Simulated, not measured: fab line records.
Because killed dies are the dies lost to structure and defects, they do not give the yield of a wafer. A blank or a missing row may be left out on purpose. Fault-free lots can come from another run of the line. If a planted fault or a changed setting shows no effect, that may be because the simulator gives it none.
Which tool is to blame? | flow sky130 | 12 lots, 36 wafers sampled, at 1 step of a route of 708

WHAT EACH GAUGE READ, for each wafer
SKY_SD_N_RS_MEAS_16: measurement is done with a four-point probe.
lot  | measured     | on            | SD_N_RS (ohm/sq)
L076 | day 28 11:26 | film metro-01 | 69.25 69.29 69.20
L077 | day 28 22:25 | film metro-02 | 68.88 69.18 69.07
L079 | day 29 11:09 | film metro-04 | 69.27 69.12 69.11
L081 | day 31 01:34 | film metro-01 | 68.98 68.95 69.04
L083 | day 31 13:55 | film metro-02 | 69.19 69.14 69.02
L085 | day 32 06:19 | film metro-04 | 69.08 69.03 69.22
L088 | day 33 03:53 | film metro-02 | 68.87 68.96 68.80
L089 | day 33 11:42 | film metro-01 | 69.23 68.93 69.05
L090 | day 34 05:23 | film metro-01 | 69.24 69.16 69.05
L094 | day 34 16:28 | film metro-01 | 68.91 68.81 68.90
L095 | day 34 23:19 | film metro-02 | 69.01 69.06 69.04
L097 | day 35 10:32 | film metro-04 | 69.06 69.00 68.95

WHAT TOOL EACH LOT RAN ON (gives the tool, then ch and the chambers of the sampled wafers, and finally the start)
No process step before these readings appears in the record.

THE ANSWER, worked out from the rows above alone
Rule: the lots themselves supply what counts as usual. The widest of any qualifying gaps counts: lots, ordered by their means at a reading, are off when they make up no more than a third of the lots, leave a main group of 4 or more, and stand apart from it by 3 or more times the standard deviation of that group's means. The tables above print the reading to a certain number of digits; a main group whose means all agree to those digits is not used. A lot without any number at a reading at which 4 lots or more have one is off too. Where the step has rows for the other lots, those lots are counted as sound.
Across all readings shown, no lot is off: no conclusion can be drawn from this.

WHAT HAD BEEN PUT IN BY THE SIMULATOR
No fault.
